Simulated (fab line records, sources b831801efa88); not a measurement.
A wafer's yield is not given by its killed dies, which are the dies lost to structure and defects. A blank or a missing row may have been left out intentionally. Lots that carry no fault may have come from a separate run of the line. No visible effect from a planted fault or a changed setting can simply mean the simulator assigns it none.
Which of the tools did it? -- flow gf180mcu -- 14 lots with 42 wafers sampled at 3 steps, on a route of 602 steps

## WHAT THE GAUGES READ, wafer by wafer
GF_V1_THK_MEAS_25: measures by xrf. Usual: V1_W_THK typically reads 354 nm, with standard deviation 5.
lot,measured,on,V1_W_THK (nm),flag
L526,day 19 03:21,film_metro-03,365 358 358,
L527,day 19 10:19,film_metro-03,354 355 357,
L528,day 19 16:41,film_metro-03,353 354 357,
L532,day 21 06:12,film_metro-01,353 351 351,
L533,day 21 17:55,film_metro-04,350 346 352,
L534,day 22 12:34,film_metro-01,351 345 346,
L535,day 22 19:22,film_metro-01,351 356 353,
L536,day 22 22:34,film_metro-04,358 354 353,
L540,day 24 10:12,film_metro-04,355 353 349,
L542,day 24 22:58,film_metro-01,351 358 357,
L543,day 25 06:06,film_metro-01,350 352 356,
L545,day 25 19:25,film_metro-04,346 347 350,
L546,day 25 22:30,film_metro-04,361 358 357,
L547,day 26 07:08,film_metro-01,353 350 353,

## EACH LOT AND THE TOOL THAT RAN IT (in order: tool; ch and the chambers of the sampled wafers; start)
lot,GF_V1_CMP_04,GF_V1_SPUTTER_22
L526,"cmp-01 ch 0,1,3, day 18 02:08","pvd_sputter-01, day 19 03:05"
L527,"cmp-01 ch 0,2,3, day 18 07:58","pvd_sputter-04, day 19 10:02"
L528,"cmp-01 ch 2,3, day 18 14:40","pvd_sputter-04, day 19 16:25"
L532,"cmp-02 ch 2,3, day 20 04:28","pvd_sputter-01, day 21 05:55"
L533,"cmp-01 ch 0,2,3, day 20 16:23","pvd_sputter-04, day 21 17:37"
L534,"cmp-01 ch 0,3, day 21 11:35","pvd_sputter-01, day 22 12:17"
L535,"cmp-02 ch 0,2,3, day 21 19:22","pvd_sputter-04, day 22 19:05"
L536,"cmp-01 ch 0,1,3, day 21 21:42","pvd_sputter-04, day 22 22:17"
L540,"cmp-02 ch 0,2,3, day 23 10:49","pvd_sputter-02, day 24 09:55"
L542,"cmp-01 ch 0,2,3, day 23 23:14","pvd_sputter-04, day 24 22:40"
L543,"cmp-01 ch 1,2,3, day 24 06:41","pvd_sputter-02, day 25 05:49"
L545,"cmp-02 ch 0,1,3, day 24 21:02","pvd_sputter-01, day 25 19:08"
L546,"cmp-02 ch 0,2, day 24 23:41","pvd_sputter-04, day 25 22:14"
L547,"cmp-01 ch 1,2,3, day 25 09:01","pvd_sputter-04, day 26 06:52"
- GF_V1_CMP_04: polishes SiO2.
- GF_V1_SPUTTER_22: material TiN, target thk 10 nm, time 40 s.

## WHAT THE TOOLS THEMSELVES READ (means of the sampled wafers that have a number; where no wafer has one, the mark that the record gives instead)
GF_V1_CMP_04. Usual: edge_zone_pressure_frac 1.000, standard deviation 0.0045; head_pressure_psi 3.999 psi, standard deviation 0.0091; motor_current_A 12.3 A, standard deviation 1.2; time_to_endpoint_s 79 s, standard deviation 5.3.
lot,tool,edge_zone_pressure_frac,head_pressure_psi (psi),motor_current_A (A),time_to_endpoint_s (s),flag
L526,cmp-01,0.998,4.009,12.5,78,
L527,cmp-01,1.000,4.006,12.8,82,
L528,cmp-01,1.000,3.994,11.5,80,
L532,cmp-02,0.996,4.003,13.5,82,
L533,cmp-01,1.001,3.994,12.2,80,
L534,cmp-01,1.005,3.994,13.0,79,
L535,cmp-02,1.002,4.002,12.8,75,
L536,cmp-01,0.997,3.998,12.3,75,
L540,cmp-02,1.001,4.001,12.8,73,
L542,cmp-01,0.999,4.004,11.9,74,
L543,cmp-01,1.001,4.002,11.9,85,
L545,cmp-02,1.002,4.003,11.5,73,
L546,cmp-02,1.003,3.994,13.4,78,
L547,cmp-01,1.000,4.002,11.7,84,

GF_V1_SPUTTER_22. Usual: throttle_valve_pct reads 30.2 % (standard deviation 0.89).
lot,tool,throttle_valve_pct (%),flag
L526,pvd_sputter-01,30.5,
L527,pvd_sputter-04,30.0,
L528,pvd_sputter-04,29.5,
L532,pvd_sputter-01,31.1,
L533,pvd_sputter-04,29.9,
L534,pvd_sputter-01,30.8,
L535,pvd_sputter-04,30.3,
L536,pvd_sputter-04,30.7,
L540,pvd_sputter-02,30.2,
L542,pvd_sputter-04,30.6,
L543,pvd_sputter-02,30.1,
L545,pvd_sputter-01,30.8,
L546,pvd_sputter-04,30.4,
L547,pvd_sputter-04,30.6,

## THE ANSWER, worked out from the rows above alone
Rule: take the mean of a lot's wafers that have a number; if it is more than 3 standard deviations from the usual mean, the lot is off. A lot without any number at a reading at which 4 lots or more have one is off too. Any other lot the step has rows for is counted as sound. After the gauges, taken in route order, come the tools' own readings; for these a lot's mean is taken, as printed above. At the first step where some lot is off, the reading lying furthest off is the one used; lots without a number count as furthest.
No lot is off at any reading shown: from this, nothing can be told.

## WHAT THE SIMULATOR HAD INSERTED
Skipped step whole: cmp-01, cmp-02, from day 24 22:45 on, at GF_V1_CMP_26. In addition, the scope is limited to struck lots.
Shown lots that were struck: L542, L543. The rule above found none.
